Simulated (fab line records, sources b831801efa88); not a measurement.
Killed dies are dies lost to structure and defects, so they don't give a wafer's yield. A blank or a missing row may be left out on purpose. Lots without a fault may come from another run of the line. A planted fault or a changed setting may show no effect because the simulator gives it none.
fab line records | flow sfq_line
record lots=7 wafers=21 last_day=75
route steps=325 shown JJ@193 M5@198 A5B@209 R5@212 I5@228 M8@325
lots that met no fault: from a run of the same line without faults
start_h: hours from the record's first day to the start of the lot's first wafer shown | wait_h: hours since the lot's step before | " the same as in the row above | L1.1+2: a row that stands for several wafers | - no value, or no start given | * or withheld: withheld | < > ~ a bound
route shown NAME@n: a module of which the file shows steps, and the number in the route of the first | usual: mean/standard deviation of fault-free wafers | same: alike in all rows | chamber/n: place in a boat | sites: the reading at each site | _std_site: their standard deviation | _edge_site: outer sites' mean less inner sites' | radius_mm: how far each site lies from the wafer's centre | mask NAME#n: copy n | behind: the tool/chamber that last shaped the wafer | hold: why the lot was held/for how many hours/how that ended | device: the transistor (n, p or np) that didn't switch | end of line: the same wafers' tests at the end of the route | a step without rows: its recipe alone | killed: dies lost to structure and defects at the first sort, not the wafer's yield | map: a wafer's dies, x killed, . not, _ none there
set.NAME: the setting as run; set.NAME@STEP: as run at that earlier step | model.NAME: the simulator's own value behind a step, which no gauge read
lots at some steps of the route; a table a step, a row a wafer
services: from which hour (start_h, from the record's first day; less than 0 if before it) a tool's chamber was out of use, for how many hours, and why
## steps
# step SFQ_TRILAYER_JJ_CE_BARC_OPEN_RIE_150
# recipe mask_material=PR chemistry=O2 target_depth_nm=240 target=BARC icp_w=600 bias_w=80 pressure_mtorr=10 time_s=80
# step SFQ_TRILAYER_JJ_CE_ETCH_RIE_118
# recipe target=Nb stop_on=Al2O3 mask_material=PR taper_deg=13.257 over_etch_frac=0.15 time_s=97.7 chemistry=SF6 target_depth_nm=170 icp_w=600 bias_w=80 pressure_mtorr=10
# usual drypump_motor_current_A=5.9/0.33 he_backside_leak_sccm=3.57/0.27 oes_product_au=0.990/0.0064
# columns lot.wafer tool chamber start_h wait_h drypump_motor_current_A he_backside_leak_sccm oes_product_au rf_hours_counter_h
L485.1 rie_metal-02 1 1128.68 0.1 6.2 3.68 0.992 144
L485.3 " 0 " " 5.6 3.31 0.996 -
L485.6 " 0 " " 5.6 3.29 0.978 -
L486.2 rie_metal-02 0 1137.08 0.1 5.6 3.22 0.991 2
L486.3 " 0 " " 5.6 3.25 0.987 -
L486.5 " 0 " " 5.6 3.28 0.986 -
L487.1 rie_metal-02 1 1141.98 0.1 6.2 3.73 0.993 147
L487.3 " 0 " " 5.6 3.36 0.986 -
L487.4 " 1 " " 6.3 4.24 0.985 -
L488.2 rie_metal-03 1 1178.21 0.1 6.0 3.47 0.988 111
L488.4 " 1 " " 6.0 3.43 0.992 -
L488.6 " 0 " " 5.9 3.38 0.987 -
L489.1 rie_metal-03 1 1203.21 0.1 6.0 3.66 0.989 115
L489.3 " 1 " " 6.0 3.59 0.995 -
L489.6 " 1 " " 6.0 3.46 0.995 -
L490.1 rie_metal-03 1 1208.01 0.1 6.0 3.46 0.991 116
L490.5 " 0 " " 5.9 3.42 0.999 -
L490.6 " 1 " " 5.9 3.67 0.993 -
L493.2 rie_metal-02 1 1253.77 0.1 6.2 3.74 0.997 162
L493.3 " 0 " " 5.6 3.23 1.004 -
L493.6 " 0 " " 5.6 3.39 0.998 -
# step SFQ_TRILAYER_JJ_ANODIZE_ANODIZE_119
# recipe current_density_ma_cm2=withheld end_current_density_ma_cm2=withheld bath_temp_c=withheld
# step SFQ_TRILAYER_JJ_CE_STRIP_STRIP_120
# recipe gas=O2 power_w=200 platen_temp_c=40 overash_fraction=0.65 chemistry=O2 pressure_mtorr=50
# usual drypump_motor_current_A=5.9/0.35 he_backside_leak_sccm=3.59/0.28 oes_product_au=1.000/0.0072
# columns lot.wafer tool chamber start_h wait_h drypump_motor_current_A he_backside_leak_sccm oes_product_au rf_hours_counter_h
L485.1 rie_metal-02 1 1129.28 0.0 6.2 3.67 1.008 145
L485.3 " 1 " " 6.2 3.93 0.990 -
L485.6 " 0 " " 5.6 3.25 0.979 -
L486.2 rie_metal-04 0 1137.73 0.0 6.4 4.07 1.007 144
L486.3 " 0 " " 6.4 4.10 1.005 -
L486.5 " 1 " " 5.4 3.54 0.996 -
L487.1 rie_metal-04 0 1142.58 0.0 6.4 4.02 1.014 145
L487.3 " 0 " " 6.4 3.81 1.011 -
L487.4 " 1 " " 5.4 3.88 0.994 -
L488.2 rie_metal-04 0 1178.87 0.0 6.4 3.83 1.005 151
L488.4 " 0 " " 6.4 3.88 1.003 -
L488.6 " 1 " " 5.4 3.68 1.013 -
L489.1 rie_metal-03 1 1203.82 0.0 6.0 3.51 1.003 115
L489.3 " 0 " " 5.9 3.63 0.998 -
L489.6 " 1 " " 5.9 3.70 1.011 -
L490.1 rie_metal-02 1 1208.62 0.0 6.2 3.73 1.005 157
L490.5 " 0 " " 5.6 4.88 0.989 -
L490.6 " 1 " " 6.3 3.64 1.005 -
L493.2 rie_metal-04 1 1254.41 0.0 5.5 3.80 0.996 116
L493.3 " 0 " " 6.4 3.88 0.997 -
L493.6 " 1 " " 5.4 3.77 0.990 -
# step SFQ_TRILAYER_JJ_CE_STRIP_SOLV_CLEAN_121
# recipe chemistry=NMP temp_c=70 time_s=600
# step SFQ_TRILAYER_M5_LITHO_COAT_128
# recipe resist=BARC spin_rpm=3000 resist_thk_nm=62
# step SFQ_TRILAYER_M5_LITHO_COAT_123
# recipe resist=KrF spin_rpm=3000 resist_thk_nm=600
# step SFQ_TRILAYER_M5_LITHO_SOFTBAKE_127
# recipe temp_c=withheld time_s=withheld resist=KrF
# step SFQ_TRILAYER_M5_LITHO_EXPOSE_124
# recipe mask_id=M5 na=0.6 source_shape=conventional sigma_outer=0.65 target_cd_nm=700 dose_mj=14.4
# step SFQ_TRILAYER_M5_LITHO_PEB_126
# recipe peb_temp_c=115 peb_time_s=60 resist=KrF
# step SFQ_TRILAYER_M5_LITHO_DEVELOP_125
# recipe time_s=60 resist=KrF
# step SFQ_M5_OVL_MEAS_932
# usual M5_OVL=-1/6
# columns lot.wafer tool chamber start_h wait_h M5_OVL[nm]
L485.1 overlay-01 - 1234.04 0.1 -4
L485.3 " - " " -2
L485.6 " - " " -3
L486.2 overlay-01 - 1247.49 0.1 2
L486.3 " - " " -2
L486.5 " - " " 0
L487.1 overlay-01 - 1253.61 0.1 0
L487.3 " - " " -1
L487.4 " - " " 6
L488.2 overlay-01 - 1299.42 0.1 2
L488.4 " - " " 0
L488.6 " - " " 1
L489.1 overlay-02 - 1329.73 0.1 2
L489.3 " - " " 0
L489.6 " - " " -3
L490.1 overlay-02 - 1336.93 0.1 12
L490.5 " - " " 2
L490.6 " - " " 8
L493.2 overlay-02 - 1381.79 0.1 0
L493.3 " - " " -12
L493.6 " - " " -2
# step SFQ_TRILAYER_M5_BARC_OPEN_METAL_ETCH_161
# recipe mask_material=PR chemistry=O2 target_depth_nm=125 target=BARC icp_w=600 bias_w=80 pressure_mtorr=10 time_s=41.7
# usual bias_w=80.03/0.22 chamber_pressure_mTorr=10.000/0.0092 drypump_motor_current_A=5.89/0.18 he_backside_leak_sccm=3.5/0.39 oes_product_au=0.685/0.0047
# columns lot.wafer tool chamber start_h wait_h bias_w chamber_pressure_mTorr drypump_motor_current_A he_backside_leak_sccm oes_product_au rf_hours_counter_h model.KrF_of_TRILAYER_M5_LITHO_COAT_123.thk_nm
L485.1 rie_metal-01 1 1234.07 0.0 80.17 10.004 5.86 3.4 0.682 23 523.8
L485.3 " 0 " " 80.30 10.000 5.75 3.3 0.690 - 525.1
L485.6 " 1 " " 80.01 9.995 5.82 3.3 0.683 - 523.9
L486.2 rie_metal-03 0 1247.52 0.0 79.77 9.986 5.87 3.2 0.693 81 522.5
L486.3 " 0 " " 80.03 10.018 5.88 3.4 0.681 - 522.5
L486.5 " 1 " " 80.62 10.003 5.96 3.5 0.691 - 523.5
L487.1 rie_metal-03 0 1253.65 0.0 - - - - - - 576
L487.3 " 0 " " - - - - - - 574
L487.4 " 1 " " - - - - - - 576.8
L488.2 rie_metal-03 1 1299.45 0.0 - - - - - - 574.2
L488.4 " 1 " " - - - - - - 572.7
L488.6 " 1 " " - - - - - - 574.4
L489.1 rie_metal-03 1 1329.77 0.0 - - - - - - 575.6
L489.3 " 1 " " - - - - - - 576.4
L489.6 " 0 " " - - - - - - 576.5
L490.1 rie_metal-01 0 1336.97 0.0 79.87 9.992 5.77 3.2 0.681 75 524.9
L490.5 " 1 " " 79.67 9.999 5.86 3.4 0.686 - 526
L490.6 " 0 " " 79.91 9.997 5.76 3.3 0.687 - 525
L493.2 rie_metal-02 1 1381.82 0.0 79.86 10.016 6.24 3.5 0.674 9 527.3
L493.3 " 0 " " 80.11 9.984 5.63 3.2 0.687 - 527
L493.6 " 0 " " 79.76 9.982 5.62 3.4 0.680 - 526.4
# step SFQ_TRILAYER_M5_ETCH_METAL_ETCH_126
# recipe target=Nb stop_on=SiO2 mask_material=PR over_etch_frac=0.15 time_s=203.2 chemistry=Cl2/BCl3 target_depth_nm=265 icp_w=600 bias_w=80 pressure_mtorr=10
# usual bias_w=80.01/0.25 chamber_pressure_mTorr=10.001/0.009 drypump_motor_current_A=5.89/0.18 he_backside_leak_sccm=3.5/0.38 oes_product_au=0.728/0.0062
# columns lot.wafer tool chamber start_h wait_h bias_w chamber_pressure_mTorr drypump_motor_current_A he_backside_leak_sccm oes_product_au rf_hours_counter_h model.KrF_of_TRILAYER_M5_LITHO_COAT_123.thk_nm
L485.1 rie_metal-01 1 1234.13 0.0 80.46 10.002 5.87 3.4 0.727 23 372.7
L485.3 " 0 " " 80.02 10.008 5.76 3.3 0.729 - 375.8
L485.6 " 1 " " 80.14 10.000 5.87 3.4 0.728 - 372.5
L486.2 rie_metal-03 0 1247.58 0.0 80.03 9.996 5.83 3.2 0.722 81 370
L486.3 " 0 " " 79.83 9.999 5.87 3.3 0.725 - 370
L486.5 " 1 " " 79.56 10.017 5.94 3.4 0.718 - 370.4
L487.1 rie_metal-03 0 1253.71 0.0 80.58 9.996 5.85 3.4 0.373 82 426
L487.3 " 0 " " 80.44 9.991 5.87 3.4 0.379 - 423.8
L487.4 " 1 " " 80.37 10.010 5.96 3.6 0.376 - 425.5
L488.2 rie_metal-03 1 1299.51 0.0 80.09 10.009 5.96 3.2 0.374 127 419.6
L488.4 " 1 " " 80.17 10.011 5.98 3.4 0.377 - 418.8
L488.6 " 1 " " 79.89 9.995 5.96 3.3 0.373 - 419.6
L489.1 rie_metal-03 1 1329.83 0.0 79.99 10.007 5.94 3.5 0.380 131 422.5
L489.3 " 1 " " 79.96 10.001 5.94 3.6 0.368 - 424.6
L489.6 " 0 " " 80.18 10.015 5.85 3.2 0.371 - 424.2
L490.1 rie_metal-01 0 1337.03 0.0 79.74 9.988 5.77 3.4 0.730 75 377.2
L490.5 " 1 " " 80.07 9.999 5.85 3.6 0.733 - 377
L490.6 " 0 " " 79.56 9.986 5.78 3.4 0.730 - 376.8
L493.2 rie_metal-02 1 1381.88 0.0 80.51 10.003 6.25 3.7 0.720 9 375.8
L493.3 " 0 " " 80.33 10.007 5.63 3.5 0.732 - 374.7
L493.6 " 0 " " 80.44 10.013 5.61 3.5 0.737 - 374.8
# step SFQ_TRILAYER_M5_STRIP_STRIP_127
# recipe gas=O2 power_w=200 platen_temp_c=40 overash_fraction=0.65 chemistry=O2 pressure_mtorr=50
# step SFQ_TRILAYER_M5_STRIP_SOLV_CLEAN_128
# recipe chemistry=NMP temp_c=70 time_s=600
# step SFQ_TRILAYER_A5B_DEP_PECVD_129
# recipe material=SiO2 temp_c=150 time_s=133.33 pressure_torr=2.4 rf_w=183.3 precursor=SiH4/N2O target_thk_nm=600
# step SFQ_TRILAYER_A5B_CMP_CMP_130
# recipe stop_on=Nb down_force_psi=3 platen_rpm=60 target_thk_nm=340.7
# usual edge_zone_pressure_frac=1.000/0.0048 motor_current_A=10.6/1
# columns lot.wafer tool chamber start_h wait_h edge_zone_pressure_frac motor_current_A
L485.3 cmp-02 1 1235.69 0.5 0.997 10.8
L485.1 " 3 1236.69 1.5 1.010 9.6
L485.6 " 1 1237.69 2.5 0.997 10.8
L486.3 cmp-02 1 1248.64 0.0 0.998 10.2
L486.2 " 2 " " 1.001 9.9
L486.5 " 2 1251.14 2.5 0.989 10.7
L487.3 cmp-02 2 1255.28 0.6 1.002 10.9
L487.1 " 0 1256.28 1.6 0.996 11.2
L487.4 " 1 " " 1.005 10.5
L488.4 cmp-02 0 1300.57 0.0 0.996 11.0
L488.2 " 3 1302.07 1.5 1.004 9.5
L488.6 " 1 1303.07 2.5 1.002 10.3
L489.1 cmp-01 1 1330.89 0.0 0.997 9.9
L489.3 " 0 1332.39 1.5 1.002 11.0
L489.6 " 1 " " 0.997 9.9
L490.1 cmp-01 2 1339.09 1.0 1.006 9.4
L490.6 " 0 1340.09 2.0 0.999 10.4
L490.5 " 1 " " 1.004 9.8
L493.3 cmp-01 3 1382.94 0.0 0.999 11.7
L493.2 " 1 1383.94 1.0 1.005 10.0
L493.6 " 3 1384.94 2.0 1.003 12.8
# step SFQ_TRILAYER_A5B_METRO_MEASURE_131
# step SFQ_TRILAYER_R5_DEP_SPUTTER_132
# recipe material=Ti base_pressure_pa=1.33e-06 target_thk_nm=5 power_w=2000 time_s=5 chamber_pressure_pa=0.4
# step SFQ_TRILAYER_R5_DEP_SPUTTER_133
# recipe material=MoNx base_pressure_pa=1.33e-06 target_thk_nm=40 power_w=1000 time_s=66.7 chamber_pressure_pa=0.4
# step SFQ_TRILAYER_R5_DEP_SPUTTER_134
# recipe material=Ti base_pressure_pa=1.33e-06 target_thk_nm=5 power_w=2000 time_s=5 chamber_pressure_pa=0.4
# step SFQ_R5_RS_MEAS_933
# recipe thk_meas_gauge=four-point-probe reads=Ti_of_TRILAYER_R5_DEP_SPUTTER_134+MoNx_of_TRILAYER_R5_DEP_SPUTTER_133+Ti_of_TRILAYER_R5_DEP_SPUTTER_132
# usual R5_MONX_RS=7.07/0.074
# columns lot.wafer tool chamber start_h wait_h R5_MONX_RS[ohm/sq]
L485.1 film_metro-03 - 1239.48 0.0 7.10
L485.3 " - " " 7.07
L485.6 " - " " 7.03
L486.2 film_metro-03 - 1252.96 0.0 7.06
L486.3 " - " " 7.08
L486.5 " - " " 7.05
L487.1 film_metro-02 - 1259.58 0.0 6.93
L487.3 " - " " 6.89
L487.4 " - " " 6.88
L488.2 film_metro-02 - 1304.88 0.0 7.04
L488.4 " - " " 7.04
L488.6 " - " " 7.10
L489.1 film_metro-01 - 1335.18 0.0 6.97
L489.3 " - " " 7.00
L489.6 " - " " 7.00
L490.1 film_metro-02 - 1342.38 0.0 7.18
L490.5 " - " " 7.15
L490.6 " - " " 7.15
L493.2 film_metro-02 - 1387.25 0.0 6.96
L493.3 " - " " 7.04
L493.6 " - " " 7.14
# step SFQ_R5_THK_MEAS_934
# recipe thk_meas_gauge=xrf reads=MoNx_of_TRILAYER_R5_DEP_SPUTTER_133
# usual R5_MONX_THK=39.9/0.5
# columns lot.wafer tool chamber start_h wait_h R5_MONX_THK[nm]
L485.1 film_metro-03 - 1239.60 0.1 39.6
L485.3 " - " " 39.9
L485.6 " - " " 40.0
L486.2 film_metro-03 - 1253.07 0.1 39.9
L486.3 " - " " 39.7
L486.5 " - " " 39.6
L487.1 film_metro-02 - 1259.70 0.1 40.8
L487.3 " - " " 41.4
L487.4 " - " " 41.4
L488.2 film_metro-02 - 1304.99 0.1 40.1
L488.4 " - " " 40.1
L488.6 " - " " 39.7
L489.1 film_metro-01 - 1335.30 0.1 40.5
L489.3 " - " " 40.5
L489.6 " - " " 40.3
L490.1 film_metro-02 - 1342.50 0.1 39.2
L490.5 " - " " 39.6
L490.6 " - " " 39.8
L493.2 film_metro-02 - 1387.36 0.1 40.5
L493.3 " - " " 40.3
L493.6 " - " " 39.5
# step SFQ_TRILAYER_R5_LITHO_COAT_141
# recipe resist=BARC spin_rpm=3000 resist_thk_nm=62
# step SFQ_TRILAYER_R5_LITHO_COAT_136
# recipe resist=KrF spin_rpm=3000 resist_thk_nm=600
# step SFQ_TRILAYER_R5_LITHO_SOFTBAKE_140
# recipe temp_c=withheld time_s=withheld resist=KrF
# step SFQ_TRILAYER_R5_LITHO_EXPOSE_137
# recipe mask_id=R5 na=0.6 source_shape=conventional sigma_outer=0.65 target_cd_nm=500 dose_mj=14.4
# usual exposure_dose_mJ_cm2=14.400/0.015 focus_offset_nm=0.1/0.54 reticle_temp_C=23.00/0.11
# columns lot.wafer tool chamber start_h wait_h mask exposure_dose_mJ_cm2 focus_offset_nm reticle_temp_C
L485.1 krf_scanner-01 0 1367.08 - R5#0 14.374 0.1 23.32
L485.3 " 0 " " R5#0 14.368 0.3 23.12
L485.6 " 0 " " R5#0 14.386 -0.2 23.05
L486.2 krf_scanner-01 0 1378.08 - R5#0 14.412 0.7 22.89
L486.3 " 0 " " R5#0 14.397 0.4 22.79
L486.5 " 0 " " R5#0 14.415 -0.1 22.83
L487.1 krf_scanner-01 - 1386.28 - R5#0 - - -
L487.3 " - " " R5#0 - - -
L487.4 " - " " R5#0 - - -
L488.2 krf_scanner-01 - 1429.03 - R5#0 - - -
L488.4 " - " " R5#0 - - -
L488.6 " - " " R5#0 - - -
L489.1 krf_scanner-01 - 1455.13 - R5#0 - - -
L489.3 " - " " R5#0 - - -
L489.6 " - " " R5#0 - - -
L490.1 krf_scanner-01 0 1461.13 - R5#0 14.409 0.2 23.28
L490.5 " 0 " " R5#0 14.427 0.9 23.10
L490.6 " 0 " " R5#0 14.404 0.8 23.08
L493.2 krf_scanner-02 0 1504.32 - R5#0 14.390 0.1 23.02
L493.3 " 0 " " R5#0 14.380 -0.6 23.13
L493.6 " 0 " " R5#0 14.395 -0.1 23.15
# step SFQ_TRILAYER_R5_LITHO_PEB_139
# recipe peb_temp_c=115 peb_time_s=60 resist=KrF
# step SFQ_TRILAYER_R5_LITHO_DEVELOP_138
# recipe time_s=60 resist=KrF
# step SFQ_R5_OVL_MEAS_935
# usual R5_OVL=1/5.1
# columns lot.wafer tool chamber start_h wait_h R5_OVL[nm]
L485.1 overlay-01 - 1368.58 0.1 8
L485.3 " - " " 3
L485.6 " - " " -2
L486.2 overlay-02 - 1379.39 0.1 -3
L486.3 " - " " -2
L486.5 " - " " -2
L487.1 overlay-01 - 1387.78 0.1 -
L487.3 " - " " -
L487.4 " - " " -
L488.2 overlay-02 - 1430.34 0.1 -
L488.4 " - " " -
L488.6 " - " " -
L489.1 overlay-01 - 1456.63 0.1 -
L489.3 " - " " -
L489.6 " - " " -
L490.1 overlay-01 - 1462.63 0.1 7
L490.5 " - " " 7
L490.6 " - " " 4
L493.2 overlay-02 - 1505.63 0.1 -3
L493.3 " - " " -1
L493.6 " - " " 1
# step SFQ_TRILAYER_R5_BARC_OPEN_METAL_ETCH_177
# recipe mask_material=PR chemistry=O2 target_depth_nm=125 target=BARC icp_w=600 bias_w=80 pressure_mtorr=10 time_s=41.7
# usual bias_w=79.98/0.26 chamber_pressure_mTorr=10.000/0.0096 drypump_motor_current_A=5.92/0.27 he_backside_leak_sccm=3.48/0.28 oes_product_au=0.685/0.0048
# columns lot.wafer tool chamber start_h wait_h bias_w chamber_pressure_mTorr drypump_motor_current_A he_backside_leak_sccm oes_product_au rf_hours_counter_h
L485.1 rie_metal-04 1 1368.62 0.0 80.11 9.980 5.46 3.78 0.677 127
L485.3 " 0 " " 80.24 10.014 6.36 3.54 0.686 -
L485.6 " 1 " " 80.23 10.002 5.43 3.87 0.683 -
L486.2 rie_metal-01 0 1379.42 0.0 80.01 9.997 5.76 3.15 0.683 80
L486.3 " 1 " " 79.92 10.008 5.82 3.64 0.677 -
L486.5 " 0 " " 79.93 9.994 5.76 3.32 0.688 -
L487.1 rie_metal-04 0 1387.82 0.0 80.11 9.998 6.37 3.64 0.687 9
L487.3 " 1 " " 79.90 9.990 5.40 3.75 0.690 -
L487.4 " 0 " " 80.33 10.004 6.42 3.49 0.687 -
L488.2 rie_metal-03 1 1430.37 0.0 80.08 10.003 5.92 3.64 0.693 143
L488.4 " 1 " " 79.82 9.997 5.95 3.40 0.688 -
L488.6 " 0 " " 79.80 9.999 5.90 3.52 0.679 -
L489.1 rie_metal-03 0 1456.67 0.0 80.02 10.003 5.86 3.47 0.682 106
L489.3 " 1 " " 79.46 10.003 5.94 3.41 0.684 -
L489.6 " 1 " " 79.92 10.008 5.95 3.40 0.679 -
L490.1 rie_metal-01 0 1462.67 0.0 80.23 10.006 5.77 3.25 0.683 90
L490.5 " 1 " " 79.91 10.008 5.85 3.55 0.685 -
L490.6 " 0 " " 80.52 10.011 5.75 3.27 0.681 -
L493.2 rie_metal-04 0 1505.68 0.0 79.76 9.988 6.38 3.74 0.690 -
L493.3 " 0 " " 79.85 10.012 6.39 3.57 0.683 -
L493.6 " 0 " " 80.27 9.993 6.37 3.98 0.682 -
# step SFQ_TRILAYER_R5_ETCH_METAL_ETCH_139
# recipe stop_on=SiO2 mask_material=PR chemistry=Cl2 target_depth_nm=60 icp_w=600 bias_w=80 pressure_mtorr=10 time_s=40
# usual bias_w=80.01/0.21 chamber_pressure_mTorr=9.998/0.011 drypump_motor_current_A=5.92/0.27 he_backside_leak_sccm=3.5/0.3 oes_product_au=0.990/0.006
# columns lot.wafer tool chamber start_h wait_h bias_w chamber_pressure_mTorr drypump_motor_current_A he_backside_leak_sccm oes_product_au rf_hours_counter_h
L485.1 rie_metal-04 1 1368.68 0.0 79.90 9.987 5.46 3.6 0.994 127
L485.3 " 0 " " 79.97 10.005 6.36 3.8 0.996 -
L485.6 " 1 " " 79.91 10.003 5.46 3.7 0.992 -
L486.2 rie_metal-01 0 1379.48 0.0 79.77 9.987 5.76 3.2 0.984 80
L486.3 " 1 " " 80.02 10.005 5.81 3.7 0.985 -
L486.5 " 0 " " 80.02 10.002 5.74 3.3 0.969 -
L487.1 rie_metal-04 0 1387.88 0.0 79.90 10.004 6.40 3.7 1.001 9
L487.3 " 1 " " 79.89 9.992 5.41 3.6 0.994 -
L487.4 " 0 " " 79.89 10.008 6.37 3.5 1.002 -
L488.2 rie_metal-03 1 1430.43 0.0 80.07 9.991 5.98 3.7 0.978 143
L488.4 " 1 " " 79.95 10.013 5.97 3.8 0.993 -
L488.6 " 0 " " 80.28 10.001 5.79 3.1 0.996 -
L489.1 rie_metal-03 0 1456.73 0.0 79.85 10.007 5.84 3.3 0.996 106
L489.3 " 1 " " 80.03 10.002 5.93 3.4 0.981 -
L489.6 " 1 " " 80.07 10.004 5.94 3.5 0.987 -
L490.1 rie_metal-01 0 1462.73 0.0 79.86 9.990 5.77 3.3 0.980 91
L490.5 " 1 " " 80.16 9.992 5.89 3.5 0.986 -
L490.6 " 0 " " 80.09 9.992 5.76 3.4 0.994 -
L493.2 rie_metal-04 0 1505.80 0.1 79.77 9.989 6.40 3.7 0.994 -
L493.3 " 0 " " 79.97 10.021 6.40 3.6 0.991 -
L493.6 " 0 " " 80.13 10.018 6.39 3.7 0.994 -
# step SFQ_TRILAYER_R5_STRIP_STRIP_140
# recipe gas=O2 power_w=200 platen_temp_c=40 overash_fraction=0.65 chemistry=O2 pressure_mtorr=50
# step SFQ_TRILAYER_R5_STRIP_SOLV_CLEAN_141
# recipe chemistry=NMP temp_c=70 time_s=600
# step SFQ_TRILAYER_A5C_DEP_PECVD_142
# recipe material=SiO2 temp_c=150 time_s=15.556 pressure_torr=2.4 rf_w=183.3 precursor=SiH4/N2O target_thk_nm=70
# step SFQ_TRILAYER_I5_LITHO_COAT_149
# recipe resist=BARC spin_rpm=3000 resist_thk_nm=62
# step SFQ_TRILAYER_I5_LITHO_COAT_144
# recipe resist=KrF spin_rpm=3000 resist_thk_nm=650
# step SFQ_TRILAYER_I5_LITHO_SOFTBAKE_148
# recipe temp_c=withheld time_s=withheld resist=KrF
# step SFQ_TRILAYER_I5_LITHO_PEB_147
# recipe peb_temp_c=115 peb_time_s=60 resist=KrF
# step SFQ_TRILAYER_I5_LITHO_DEVELOP_146
# recipe time_s=60 resist=KrF
# step SFQ_TRILAYER_I5_ETCH_VIA_ETCH_147
# recipe stop_on=Nb mask_material=PR chemistry=CHF3 target_depth_nm=360 source_w=500 bias_w=80 pressure_mtorr=30 time_s=withheld
# usual bias_w=79.97/0.24 chamber_pressure_mTorr=30.001/0.024 drypump_motor_current_A=5.4/0.39 oes_product_au=0.990/0.0056
# columns lot.wafer tool chamber start_h wait_h bias_w chamber_pressure_mTorr drypump_motor_current_A oes_product_au
L485.1 rie_diel-03 2 1417.21 0.0 79.77 29.977 5.5 0.990
L485.3 " 1 " " 80.20 29.985 5.4 0.978
L485.6 " 0 " " 79.75 29.951 6.0 0.991
L486.2 rie_diel-01 0 1418.41 0.0 80.10 29.985 5.2 0.988
L486.3 " 2 " " 80.20 29.998 5.6 0.983
L486.5 " 1 " " 79.77 29.967 5.1 1.002
L487.1 rie_diel-04 0 1419.61 0.0 79.85 29.994 4.9 0.374
L487.3 " 1 " " 79.95 29.992 5.7 0.380
L487.4 " 3 " " 79.69 29.983 4.9 0.375
L488.2 rie_diel-04 0 1437.28 0.0 79.76 30.023 5.0 0.378
L488.4 " 2 " " 79.83 30.011 5.4 0.374
L488.6 " 3 " " 79.96 30.051 4.9 0.376
L489.1 rie_diel-04 0 1459.91 0.0 79.79 30.015 5.0 0.372
L489.3 " 1 " " 79.84 29.990 5.8 0.373
L489.6 " 2 " " 80.55 30.028 5.3 0.379
L490.1 rie_diel-04 2 1465.92 0.0 80.13 30.006 5.4 0.996
L490.5 " 1 " " 80.23 29.962 5.8 0.973
L490.6 " 2 " " 80.18 29.999 5.3 0.990
L493.2 rie_diel-04 0 1509.64 0.0 79.89 29.985 4.9 0.993
L493.3 " 2 " " 80.21 29.975 5.3 0.995
L493.6 " 2 " " 79.70 29.994 5.3 0.991
# step SFQ_M8_BOW_MEAS_951
# recipe mode=bow
# usual M8_BOW=9/9.8
# columns lot.wafer tool chamber start_h wait_h M8_BOW[um] model.etest.m5.comb_log10_ohm model.etest.r5.comb_log10_ohm model.etest.jj.g_times
L485.1 film_metro-04 - 1741.44 0.0 19 12 12 0.9896
L485.3 " - " " 17 12 12 0.9958
L485.6 " - " " 14 12 12 0.9941
L486.2 film_metro-04 - 1747.24 0.0 -15 12 12 1
L486.3 " - " " -15 12 12 0.9981
L486.5 " - " " -16 12 12 1.001
L487.1 film_metro-03 - 1748.42 0.0 14 0 0 0
L487.3 " - " " 19 0 0 0
L487.4 " - " " 22 0 0 0
L488.2 film_metro-02 - 1752.04 0.0 23 0 0 0
L488.4 " - " " 18 0 0 0
L488.6 " - " " 19 0 0 0
L489.1 film_metro-04 - 1761.62 0.0 10 0 0 0
L489.3 " - " " 25 0 0 0
L489.6 " - " " 9 0 0 0
L490.1 film_metro-02 - 1763.03 0.0 0 12 12 0.9972
L490.5 " - " " 1 12 12 1.005
L490.6 " - " " 12 12 12 0.9908
L493.2 film_metro-04 - 1808.27 0.0 18 12 12 0.9996
L493.3 " - " " 11 12 12 1.002
L493.6 " - " " 16 12 12 1.004
## services
# columns tool chamber start_h hours kind
krf_scanner-01 - 1110.72 0.7 repair
krf_scanner-01 - 1136.65 1.3 pm
krf_scanner-01 - 1166.67 0.2 repair
rie_metal-03 - 1169.47 1.4 pm
krf_scanner-01 - 1185.69 0.4 repair
krf_scanner-01 - 1189.79 1.0 pm
krf_scanner-01 - 1206.39 0.8 pm
rie_metal-02 - 1210.28 2.8 pm
rie_diel-04 - 1211.96 0.7 repair
rie_diel-04 2 1213.16 17.4 repair
rie_diel-04 3 1214.37 4.0 repair
rie_diel-04 0 1226.44 3.1 repair
krf_scanner-01 - 1243.46 4.0 pm
krf_scanner-01 - 1270.04 2.8 repair
rie_metal-04 1 1279.06 11.9 repair
krf_scanner-01 - 1312.31 1.3 pm
rie_metal-04 1 1325.43 10.2 repair
rie_metal-04 - 1333.39 0.3 repair
krf_scanner-01 - 1388.68 1.0 pm
krf_scanner-01 - 1404.08 0.8 pm
rie_metal-02 1 1434.59 2.9 repair
krf_scanner-01 - 1443.23 3.6 pm
rie_metal-04 1 1466.23 96.7 repair
krf_scanner-01 - 1488.73 1.3 pm
## key
first_sign step=SFQ_TRILAYER_M5_BARC_OPEN_METAL_ETCH_161 reading=tool_record direction=missing
effect step=SFQ_TRILAYER_M5_ETCH_METAL_ETCH_126 reading=oes_product_au direction=down sigmas=57 usual=0.728 struck=0.375
effect step=SFQ_TRILAYER_R5_LITHO_EXPOSE_137 reading=tool_record direction=missing
effect step=SFQ_R5_OVL_MEAS_935 reading=R5_OVL direction=missing
effect step=SFQ_TRILAYER_I5_ETCH_VIA_ETCH_147 reading=oes_product_au direction=down sigmas=99+ usual=0.990 struck=0.376
model_effect step=SFQ_TRILAYER_M5_BARC_OPEN_METAL_ETCH_161 value=KrF_of_TRILAYER_M5_LITHO_COAT_123.thk_nm without=523.3 struck=575.2
model_effect step=SFQ_TRILAYER_M5_ETCH_METAL_ETCH_126 value=KrF_of_TRILAYER_M5_LITHO_COAT_123.thk_nm without=370.8 struck=422.7
model_effect step=SFQ_M8_BOW_MEAS_951 value=etest.m5.comb_log10_ohm without=12 struck=0
met_at SFQ_TRILAYER_M5_BARC_OPEN_METAL_ETCH_161
struck_wafers L487.1,L487.3,L487.4,L488.2,L488.4,L488.6,L489.1,L489.3,L489.6
onset_between 1247.52 1253.65
fault kind=skipped_step_whole tool=rie_metal-03 chamber=- onset_h=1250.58 steps=SFQ_TRILAYER_M5_BARC_OPEN_METAL_ETCH_161 scope=struck_lots_only
